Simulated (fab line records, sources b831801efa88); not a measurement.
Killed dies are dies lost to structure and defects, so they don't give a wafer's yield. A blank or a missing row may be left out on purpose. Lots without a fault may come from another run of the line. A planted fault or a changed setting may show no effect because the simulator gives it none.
Which tool did it? | flow sky130 | 14 lots, 42 wafers sampled, at 6 steps of a route of 708

WHAT THE GAUGES READ, wafer by wafer
SKY_NWELL_TW_MEAS_15. Usual: NWELL_TW 1806, standard deviation 18.
lot  | measured    | on            | NWELL_TW       | flag
L284 | day 4 19:52 | film_metro-01 | 1806 1806 1798 |
L285 | day 5 01:44 | film_metro-04 | 1794 1805 1792 |
L287 | day 5 07:25 | film_metro-04 | 1805 1800 1799 |
L288 | day 5 18:04 | film_metro-01 | 1791 1798 1792 |
L289 | day 5 21:37 | film_metro-02 | 1828 1820 1817 |
L295 | day 7 05:31 | film_metro-02 | 1823 1824 1821 |
L296 | day 7 11:34 | film_metro-02 | 1836 1828 1836 |
L300 | day 8 11:52 | film_metro-01 | 1795 1803 1792 |
L301 | day 8 15:49 | film_metro-02 | 1830 1830 1833 |
L302 | day 8 23:51 | film_metro-02 | 1827 1835 1831 |
L303 | day 9 03:49 | film_metro-01 | 1775 1784 1773 |
L304 | day 9 12:04 | film_metro-01 | 1773 1776 1778 |
L305 | day 9 17:16 | film_metro-01 | 1780 1789 1792 |
L306 | day 9 19:04 | film_metro-01 | 1784 1793 1799 |

SKY_VT_ADJUST_HVTP_OVL_MEAS_08. Usual: VT_ADJUST_HVTP_OVL -1.8 nm, standard deviation 1.5.
lot  | measured     | on         | VT_ADJUST_HVTP_OVL (nm) | flag
L284 | day 6 08:24  | overlay-01 | -1.1 -2.1 -2.2          |
L285 | day 6 14:54  | overlay-02 | -3.2 -1.3 -2.5          |
L287 | day 6 20:35  | overlay-01 | -3.6 -2.3 -1.1          |
L288 | day 7 08:05  | overlay-02 | -3.6 -4.9 -2.9          |
L289 | day 7 12:15  | overlay-01 | -0.6 -2.4 0.1           |
L295 | day 8 23:27  | overlay-02 | -1.2 -0.4 -0.9          |
L296 | day 9 05:24  | overlay-01 | 0.6 0.6 0.6             |
L300 | day 10 06:20 | overlay-02 | -1.5 1.5 -1.3           |
L301 | day 10 11:37 | overlay-02 | -1.1 -1.4 -1.8          |
L302 | day 10 21:11 | overlay-02 | -3.1 -4.2 -4.1          |
L303 | day 10 23:43 | overlay-02 | -3.9 -5.0 -5.2          |
L304 | day 11 09:41 | overlay-02 | -2.9 -2.1 -0.8          |
L305 | day 11 14:42 | overlay-02 | -2.7 -2.9 -3.7          |
L306 | day 11 18:02 | overlay-02 | -1.8 -2.5 -1.0          |

SKY_VT_ADJUST_LVTN_OVL_MEAS_18. Usual: VT_ADJUST_LVTN_01_OVL -0.1 nm, standard deviation 1.2.
lot  | measured     | on         | VT_ADJUST_LVTN_01_OVL (nm) | flag
L284 | day 7 23:52  | overlay-01 | -2.1 1.3 0.3               |
L285 | day 8 07:05  | overlay-01 | -0.2 1.1 -1.3              |
L287 | day 8 13:04  | overlay-02 | 1.0 2.1 1.7                |
L288 | day 9 01:27  | overlay-02 | 0.3 0.3 1.1                |
L289 | day 9 06:22  | overlay-01 | 0.9 0.8 0.7                |
L295 | day 10 19:10 | overlay-02 | - - 0.1                    |
L296 | day 11 01:52 | overlay-02 | - -0.9 -0.9                |
L300 | day 12 05:08 | overlay-02 | -2.0 -1.2 -1.8             |
L301 | day 12 10:50 | overlay-02 | 0.0 0.5 0.8                |
L302 | day 12 21:49 | overlay-02 | 0.4 0.5 -0.4               |
L303 | day 13 00:13 | overlay-02 | -0.6 -1.6 -1.2             |
L304 | day 13 10:16 | overlay-02 | -0.7 -2.2 -2.5             |
L305 | day 13 16:34 | overlay-02 | 1.5 0.4 0.2                |
L306 | day 13 20:19 | overlay-02 | -0.5 -0.1 0.6              |

SKY_VT_ADJUST_LVTN_TW_MEAS_21. Usual: VT_ADJUST_LVTN_2_TW 184.9, standard deviation 0.85.
lot  | measured     | on            | VT_ADJUST_LVTN_2_TW | flag
L284 | day 8 00:10  | film_metro-03 | 185.3 184.8 184.7   |
L285 | day 8 07:22  | film_metro-03 | 184.9 185.6 185.2   |
L287 | day 8 13:21  | film_metro-03 | 184.3 185.4 185.0   |
L288 | day 9 01:44  | film_metro-01 | 183.6 183.2 183.7   |
L289 | day 9 06:39  | film_metro-01 | 184.5 184.0 184.7   |
L295 | day 10 19:27 | film_metro-01 | 29.4 29.3 184.0     | OFF
L296 | day 11 02:09 | film_metro-01 | 29.7 185.3 186.8    | OFF
L300 | day 12 05:25 | film_metro-03 | 183.9 183.1 184.8   |
L301 | day 12 11:07 | film_metro-03 | 184.2 184.0 184.3   |
L302 | day 12 22:07 | film_metro-01 | 185.5 185.6 185.5   |
L303 | day 13 00:49 | film_metro-03 | 184.4 185.2 184.4   |
L304 | day 13 10:34 | film_metro-03 | 185.6 185.0 185.8   |
L305 | day 13 16:52 | film_metro-03 | 185.0 185.2 185.1   |
L306 | day 13 20:37 | film_metro-01 | 184.2 185.2 184.8   |

WHICH TOOL RAN EACH LOT (tool, then ch and the chambers of the sampled wafers, then the start)
lot  | SKY_NWELL_STRIP_14                  | SKY_VT_ADJUST_LVTN_DEVELOP_17
L284 | plasma_asher-03 ch 0,1, day 4 19:46 | litho_track-02 ch 0, day 7 23:44
L285 | plasma_asher-03 ch 0,1, day 5 01:38 | litho_track-02 ch 0, day 8 06:58
L287 | plasma_asher-01 ch 0,1, day 5 07:19 | litho_track-02 ch 0, day 8 12:55
L288 | plasma_asher-03 ch 0,1, day 5 17:58 | litho_track-04 ch 0, day 9 01:18
L289 | plasma_asher-01 ch 0, day 5 21:31   | litho_track-04 ch 0, day 9 06:14
L295 | plasma_asher-02 ch 0,1, day 7 05:25 | litho_track-04 ch 0, day 10 19:02
L296 | plasma_asher-03 ch 0,1, day 7 11:27 | litho_track-04 ch 0, day 11 01:44
L300 | plasma_asher-03 ch 0,1, day 8 11:46 | litho_track-02 ch 0, day 12 04:58
L301 | plasma_asher-02 ch 0, day 8 15:42   | litho_track-01 ch 0, day 12 10:41
L302 | plasma_asher-01 ch 1, day 8 23:45   | litho_track-01 ch 0, day 12 21:40
L303 | plasma_asher-02 ch 0,1, day 9 03:43 | litho_track-01 ch 0, day 13 00:04
L304 | plasma_asher-03 ch 0,1, day 9 11:57 | litho_track-01 ch 0, day 13 10:07
L305 | plasma_asher-03 ch 0,1, day 9 17:10 | litho_track-02 ch 0, day 13 16:26
L306 | plasma_asher-02 ch 0,1, day 9 18:58 | litho_track-02 ch 0, day 13 20:11
- SKY_NWELL_STRIP_14: strips in O2/N2.
- SKY_VT_ADJUST_LVTN_DEVELOP_17: develop time 60 s.

WHAT THE TOOLS THEMSELVES READ (means of the sampled wafers that have a number; where no wafer has one, the mark that the record gives instead)
SKY_NWELL_STRIP_14. Usual: drypump_motor_current_A 5.6 A, standard deviation 0.39; oes_product_au 0.722 a.u., standard deviation 0.0049; strip_time_to_endpoint_s 36.88 s, standard deviation 0.11.
lot  | tool            | drypump_motor_current_A (A) | oes_product_au (a.u.) | strip_time_to_endpoint_s (s) | flag
L284 | plasma_asher-03 | 5.9                         | 0.717                 | 37.03                        |
L285 | plasma_asher-03 | 5.9                         | 0.719                 | 36.88                        |
L287 | plasma_asher-01 | 5.2                         | 0.722                 | 36.82                        |
L288 | plasma_asher-03 | 5.9                         | 0.725                 | 36.87                        |
L289 | plasma_asher-01 | 4.8                         | 0.717                 | 36.94                        |
L295 | plasma_asher-02 | 5.7                         | 0.723                 | 37.01                        |
L296 | plasma_asher-03 | 5.9                         | 0.723                 | 36.65                        |
L300 | plasma_asher-03 | 5.9                         | 0.722                 | 36.95                        |
L301 | plasma_asher-02 | 5.6                         | 0.725                 | 36.97                        |
L302 | plasma_asher-01 | 5.4                         | 0.722                 | 36.79                        |
L303 | plasma_asher-02 | 5.6                         | 0.717                 | 36.92                        |
L304 | plasma_asher-03 | 5.9                         | 0.727                 | 36.89                        |
L305 | plasma_asher-03 | 5.9                         | 0.723                 | 36.70                        |
L306 | plasma_asher-02 | 5.7                         | 0.725                 | 36.89                        |

SKY_VT_ADJUST_LVTN_DEVELOP_17. Usual: resist_line_temp_C 22.99 C, standard deviation 0.096.
lot  | tool           | resist_line_temp_C (C) | flag
L284 | litho_track-02 | 23.11                  |
L285 | litho_track-02 | 22.95                  |
L287 | litho_track-02 | 22.98                  |
L288 | litho_track-04 | 22.99                  |
L289 | litho_track-04 | 23.05                  |
L295 | litho_track-04 | 22.94                  |
L296 | litho_track-04 | 22.95                  |
L300 | litho_track-02 | 22.85                  |
L301 | litho_track-01 | 22.98                  |
L302 | litho_track-01 | 23.00                  |
L303 | litho_track-01 | 23.03                  |
L304 | litho_track-01 | 23.08                  |
L305 | litho_track-02 | 23.01                  |
L306 | litho_track-02 | 23.12                  |

THE ANSWER, worked out from the rows above alone
Rule: a lot is off if the mean of its wafers that have a number lies more than 3 standard deviations from the usual mean. A lot without any number at a reading at which 4 lots or more have one is off too. The other lots that the step has rows for count as sound. The gauges are gone through in route order, then the tools' own readings, and for those a lot's mean is taken as printed above. The first step at which some lot is off is used, and at that step the reading that is off furthest; a lot without a number counts as furthest.
Off: L295, L296, at SKY_VT_ADJUST_LVTN_TW_MEAS_21 (VT_ADJUST_LVTN_2_TW).
A tool fits if, at a process step before that reading, it ran every lot that is off, and no sound lot after the first of them. The gauges at SKY_VT_ADJUST_LVTN_TW_MEAS_21 are tried like those tools. One fits: litho_track-04 at SKY_VT_ADJUST_LVTN_DEVELOP_17. Its last sound lot is L289 (day 9 06:14), its first lot that is off L295 (day 10 19:02): a fault that began between those two fits.

WHAT THE SIMULATOR HAD PUT IN
Process parameter drift: litho_track-04, from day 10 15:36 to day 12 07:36, at SKY_VT_ADJUST_LVTN_DEVELOP_17. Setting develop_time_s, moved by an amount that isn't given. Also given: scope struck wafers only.
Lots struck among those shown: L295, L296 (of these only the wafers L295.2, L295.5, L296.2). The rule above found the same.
